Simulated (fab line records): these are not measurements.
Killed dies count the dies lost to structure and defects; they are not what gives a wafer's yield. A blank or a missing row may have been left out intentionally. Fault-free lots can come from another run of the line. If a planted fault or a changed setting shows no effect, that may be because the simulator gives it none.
Struck lot and sound lot, side by side :: flow sky130 :: 22 steps out of a route of 708
Sound: the wafers L394.4, L394.5, L394.6. Wafers struck: L407.1, L407.5, L407.6. Last of all comes the cause.
At each step with rows: each side's tool, then ch and its chambers, then its first start. Under that, the readings that differ: sound wafers :: struck wafers :: difference of the means :: sigmas: that difference in standard deviations of wafers without a fault.
alike: a reading whose means differ by less than 2 such deviations, as well as words and numbers matching on both sides. not compared: withheld readings; readings where some wafer has no value; bounds like >300 that might hide an equal value; numbers whose values overlap and for which the record gives no deviation.
The two part at a step that has a row with sigmas, a row that says differs or no value, or rows on one side only. Numbers that don't overlap but have no deviation are shown without sigmas and don't part them. A reading that every wafer of one side lacks parts them only if that side has two wafers or more.

first, 6 steps without rows for these wafers: SKY_VT_ADJUST_LVTN_HMDS_12 (prime time 60 s); SKY_VT_ADJUST_LVTN_COAT_13 (resist thk 1140 nm); SKY_VT_ADJUST_LVTN_SOFTBAKE_14 (time 60 s); SKY_VT_ADJUST_LVTN_EXPOSE_15 (exposes mask HVN STD DERIVED, target cd 600 nm); SKY_VT_ADJUST_LVTN_PEB_16; SKY_VT_ADJUST_LVTN_DEVELOP_17 (develop time 60 s).
SKY_VT_ADJUST_LVTN_OVL_MEAS_18:
  sound on overlay-02, day 8 01:26; struck on overlay-01, day 12 01:29
  alike: VT_ADJUST_LVTN_01_OVL
next, for these wafers, 1 step has no rows: SKY_VT_ADJUST_LVTN_IMPLANT_19.
SKY_VT_ADJUST_LVTN_STRIP_20: strips in O2/N2.
  sound on plasmaAsher-04 ch 0,1, day 8 01:38; struck on plasmaAsher-04 ch 0,1, day 12 01:40
  alike: drypumpMotorCurrentA, oesProductAu, stripTimeToEndpointS
  not compared: rfHoursCounterH
SKY_VT_ADJUST_LVTN_TW_MEAS_21:
  sound on filmMetro-04, day 8 01:44; struck on filmMetro-04, day 12 01:46
  alike: VT_ADJUST_LVTN_2_TW
then, 2 steps without rows for these wafers: SKY_VT_ADJUST_NCORE_DEHYDRATE_00 (time 60 s); SKY_VT_ADJUST_NCORE_HMDS_01 (prime time 60 s).
SKY_VT_ADJUST_NCORE_COAT_02: resist thk 1140 nm.
  sound on lithoTrack-04 ch 0, day 8 12:09; struck on lithoTrack-03 ch 0, day 12 13:32
reading: model.NOVOLAK_of_VT_ADJUST_NCORE_COAT_02.thkNm (nm)
sound: 1141 1139 1143
struck: 1190 1192 1189
difference: +49
sigmas: 
then, 3 steps without rows for these wafers: SKY_VT_ADJUST_NCORE_SOFTBAKE_03 (time 60 s); SKY_VT_ADJUST_NCORE_EXPOSE_04 (exposes mask LVTN COMPLEMENT THIN, target cd 380 nm); SKY_VT_ADJUST_NCORE_PEB_05.
SKY_VT_ADJUST_NCORE_DEVELOP_06: develop time 60 s.
  sound on lithoTrack-01 ch 0, day 8 22:58; struck on lithoTrack-03 ch 0, day 13 01:32
reading: model.NOVOLAK_of_VT_ADJUST_NCORE_COAT_02.thkNm (nm)
sound: 1140 1139 1142
struck: 1190 1192 1189
difference: +50
sigmas: 
SKY_VT_ADJUST_NCORE_CD_MEAS_07: target cd 380 nm.
  sound on cdSem-02, day 8 23:07; struck on cdSem-01, day 13 01:41
  alike: cdNm
SKY_VT_ADJUST_NCORE_OVL_MEAS_08:
  sound on overlay-01, day 8 23:11; struck on overlay-01, day 13 01:48
  alike: VT_ADJUST_NCORE_OVL
next, for these wafers, 1 step has no rows: SKY_VT_ADJUST_NCORE_IMPLANT_09.
SKY_VT_ADJUST_NCORE_STRIP_10: strips in O2/N2.
  sound on plasmaAsher-03 ch 0,1, day 8 23:23; struck on plasmaAsher-03 ch 0,1, day 13 01:59
reading: stripTimeToEndpointS (s)
sound: 14.18 14.15 14.22
struck: 14.73 14.77 14.72
difference: +0.56
sigmas: +13
  alike: drypumpMotorCurrentA, oesProductAu
  not compared: rfHoursCounterH
SKY_VT_ADJUST_NCORE_TW_MEAS_11:
  sound on filmMetro-04, day 8 23:29; struck on filmMetro-03, day 13 02:05
  alike: VT_ADJUST_NCORE_TW

## WHERE THEY PART
Only at SKY_VT_ADJUST_NCORE_STRIP_10, within this record. Later steps at which nothing parts them and some readings are alike: SKY_VT_ADJUST_NCORE_TW_MEAS_11.

WHY: what had been put in by the simulator
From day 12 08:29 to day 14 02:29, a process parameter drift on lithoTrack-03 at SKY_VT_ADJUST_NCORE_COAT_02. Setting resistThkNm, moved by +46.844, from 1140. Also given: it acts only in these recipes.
